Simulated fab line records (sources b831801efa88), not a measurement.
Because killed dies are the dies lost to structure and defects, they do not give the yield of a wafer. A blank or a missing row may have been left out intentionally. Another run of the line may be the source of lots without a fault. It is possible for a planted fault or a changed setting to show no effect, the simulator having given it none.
Which tool was responsible?    flow gf180mcu    13 lots, 39 wafers sampled, at 6 steps of a route of 602

== WHAT THE GAUGES READ, wafer by wafer ==
GF_NWELL_TW_MEAS_11.
lot   measured     on             NWELL_TW
L516  day 3 07:37  film-metro-02  1568 1564 1562
L518  day 3 19:24  film-metro-03  1548 1555 1553
L520  day 4 04:06  film-metro-01  1597 1615 1605
L521  day 4 12:23  film-metro-01  1601 1605 1604
L524  day 5 02:56  film-metro-01  1612 1606 1607
L531  day 6 19:50  film-metro-01  1563 1571 1574
L532  day 7 03:03  film-metro-03  1537 1533 1537
L533  day 7 05:59  film-metro-02  1574 1575 1578
L534  day 7 09:38  film-metro-01  1583 1559 1568
L535  day 7 14:48  film-metro-02  1574 1580 1563
L536  day 7 23:36  film-metro-02  1580 1581 1585
L537  day 8 02:43  film-metro-02  1553 1556 1560
L538  day 8 08:06  film-metro-01  1564 1566 1574

GF_VT_IMPLANT_RS_MEAS_47: the measuring method here is four-point-probe.
lot   measured      on             NWELL_RS (ohm/sq)
L516  day 7 12:37   film-metro-01  486.6 486.8 487.9
L518  day 8 01:56   film-metro-02  487.6 487.6 487.6
L520  day 8 15:38   film-metro-02  451.6 452.4 452.8
L521  day 8 22:32   film-metro-01  453.8 452.6 453.5
L524  day 9 17:40   film-metro-01  452.3 452.6 452.1
L531  day 11 20:46  film-metro-01  487.9 487.1 486.0
L532  day 12 04:47  film-metro-02  487.2 487.5 487.8
L533  day 12 07:44  film-metro-02  485.6 487.1 487.0
L534  day 12 13:07  film-metro-02  483.5 485.0 483.9
L535  day 12 20:12  film-metro-03  487.1 486.5 486.8
L536  day 13 07:59  film-metro-03  485.5 484.8 484.6
L537  day 13 09:47  film-metro-03  486.5 486.6 486.0
L538  day 13 17:24  film-metro-01  487.2 486.5 487.4

GF_HV_LDD_THK_MEAS_57.
lot   measured      on             HV_LDD_CVD_56_THK (nm)
L516  day 12 07:41  film-metro-01  90.6 90.8 90.5
L518  day 13 06:01  film-metro-03  90.9 91.2 91.1
L520  day 13 20:13  film-metro-03  90.5 90.0 91.0
L521  day 14 04:25  film-metro-01  89.5 90.3 90.2
L524  day 15 02:46  film-metro-03  91.1 91.2 91.5
L531  day 17 18:34  film-metro-01  90.1 90.6 90.2
L532  day 18 01:14  film-metro-03  90.4 90.5 90.4
L533  day 18 08:36  film-metro-02  90.6 90.5 90.5
L534  day 18 11:59  film-metro-01  89.0 89.5 90.1
L535  day 18 20:22  film-metro-03  89.9 90.2 90.7
L536  day 19 09:07  film-metro-03  91.4 92.0 90.9
L537  day 19 14:55  film-metro-01  89.8 90.4 90.2
L538  day 19 21:58  film-metro-03  93.0 92.0 93.0

GF_V1_RS_MEAS_24: the measuring method here is four-point-probe.
lot   measured      on             V1_W_RS (ohm/sq)
L516  day 17 21:14  film-metro-02  0.317 0.316 0.331
L518  day 19 00:41  film-metro-04  0.324 0.326 0.326
L520  day 19 17:54  film-metro-04  0.326 0.327 0.325
L521  day 20 01:50  film-metro-02  0.328 0.327 0.326
L524  day 21 02:43  film-metro-04  0.319 0.325 0.317
L531  day 23 22:34  film-metro-02  0.315 0.317 0.320
L532  day 24 06:02  film-metro-03  0.329 0.332 0.331
L533  day 24 11:23  film-metro-04  0.328 0.331 0.331
L534  day 24 13:52  film-metro-03  0.335 0.333 0.332
L535  day 24 22:51  film-metro-04  0.317 0.325 0.317
L536  day 25 08:18  film-metro-04  0.338 0.334 0.336
L537  day 25 15:32  film-metro-02  0.316 0.317 0.318
L538  day 25 23:36  film-metro-02  0.319 0.321 0.327

== WHAT TOOL EACH LOT RAN ON (gives the tool, then ch and the chambers of the sampled wafers, and finally the start) ==
lot   GF_NWELL_IMPLANT_09             GF_SALICIDE_RTA_08
L516  implanter-01 ch 0, day 3 07:23  rtp-anneal-02 ch 0, day 14 22:32
L518  implanter-01 ch 0, day 3 19:10  rtp-anneal-01 ch 0, day 15 22:58
L520  implanter-01 ch 0, day 4 03:52  rtp-anneal-01 ch 0, day 16 14:23
L521  implanter-01 ch 0, day 4 12:08  rtp-anneal-02 ch 0, day 16 23:16
L524  implanter-01 ch 0, day 5 02:41  rtp-anneal-02 ch 0, day 17 22:22
L531  implanter-02 ch 0, day 6 19:35  rtp-anneal-02 ch 0, day 20 20:58
L532  implanter-02 ch 0, day 7 02:49  rtp-anneal-02 ch 0, day 21 03:34
L533  implanter-01 ch 0, day 7 05:44  rtp-anneal-02 ch 0, day 21 10:11
L534  implanter-02 ch 0, day 7 09:23  rtp-anneal-02 ch 0, day 21 13:16
L535  implanter-03 ch 0, day 7 14:34  rtp-anneal-01 ch 0, day 21 22:29
L536  implanter-01 ch 0, day 7 23:21  rtp-anneal-02 ch 0, day 22 09:37
L537  implanter-02 ch 0, day 8 02:28  rtp-anneal-01 ch 0, day 22 16:20
L538  implanter-03 ch 0, day 8 07:52  rtp-anneal-02 ch 0, day 22 23:29
- GF_NWELL_IMPLANT_09
- GF_SALICIDE_RTA_08: time 30 s.

== WHAT THE TOOLS THEMSELVES READ (means of the sampled wafers that have a number; where no wafer has one, the mark that the record gives instead) ==
GF_NWELL_IMPLANT_09.
lot   tool          dose-ions-cm2  faraday-current-uA
L516  implanter-01  4e+12          22.5
L518  implanter-01  4e+12          22.5
L520  implanter-01  6e+12          35.9
L521  implanter-01  6e+12          35.2
L524  implanter-01  6e+12          34.8
L531  implanter-02  4e+12          22.8
L532  implanter-02  4e+12          22.7
L533  implanter-01  4e+12          22.3
L534  implanter-02  4e+12          22.3
L535  implanter-03  4e+12          22.6
L536  implanter-01  4e+12          22.6
L537  implanter-02  4e+12          22.9
L538  implanter-03  4e+12          22.6

GF_SALICIDE_RTA_08.
lot   tool           lamp-power-pct (%)  wafer_temp_C_max
L516  rtp-anneal-02  15.068              802.5
L518  rtp-anneal-01  15.058              801.8
L520  rtp-anneal-01  15.062              802.5
L521  rtp-anneal-02  15.063              802.3
L524  rtp-anneal-02  15.070              802.7
L531  rtp-anneal-02  15.053              802.8
L532  rtp-anneal-02  15.075              802.5
L533  rtp-anneal-02  15.083              801.8
L534  rtp-anneal-02  15.073              802.9
L535  rtp-anneal-01  15.063              802.3
L536  rtp-anneal-02  15.084              802.7
L537  rtp-anneal-01  15.078              802.2
L538  rtp-anneal-02  15.072              802.0

== THE ANSWER, worked out from the rows above alone ==
Rule: what is usual is taken from the lots themselves. Put in order of their means at a reading, lots are off if they are a third of the lots or fewer, leave a main group of 4 or more, and stand apart from it by a gap of 3 or more times the standard deviation of the main group's means; of several such gaps the widest counts. If all means in a main group match to the digits the tables above print for the reading, that group is not used. Also off: a lot with no number at a reading for which 4 or more lots have one. Where the step has rows for the other lots, those lots are counted as sound. After the gauges, taken in route order, come the tools' own readings; for these a lot's mean is taken, as printed above. At the first step where some lot is off, the reading lying furthest off is the one used; lots without a number count as furthest.
Off: L520, L521, L524, at GF_VT_IMPLANT_RS_MEAS_47 (NWELL_RS). Main group: mean 486.5 ohm/sq, sd 1.1.
If a tool, at a process step before that reading, ran all the lots that are off and no sound lot after the first of them, it fits. Not tried: the gauges at GF_VT_IMPLANT_RS_MEAS_47; whatever is off there is also off at GF_NWELL_IMPLANT_09, on other tools, and gauge error can't account for it. Not one of the candidates tried fits.

== WHAT THE SIMULATOR PUT IN ==
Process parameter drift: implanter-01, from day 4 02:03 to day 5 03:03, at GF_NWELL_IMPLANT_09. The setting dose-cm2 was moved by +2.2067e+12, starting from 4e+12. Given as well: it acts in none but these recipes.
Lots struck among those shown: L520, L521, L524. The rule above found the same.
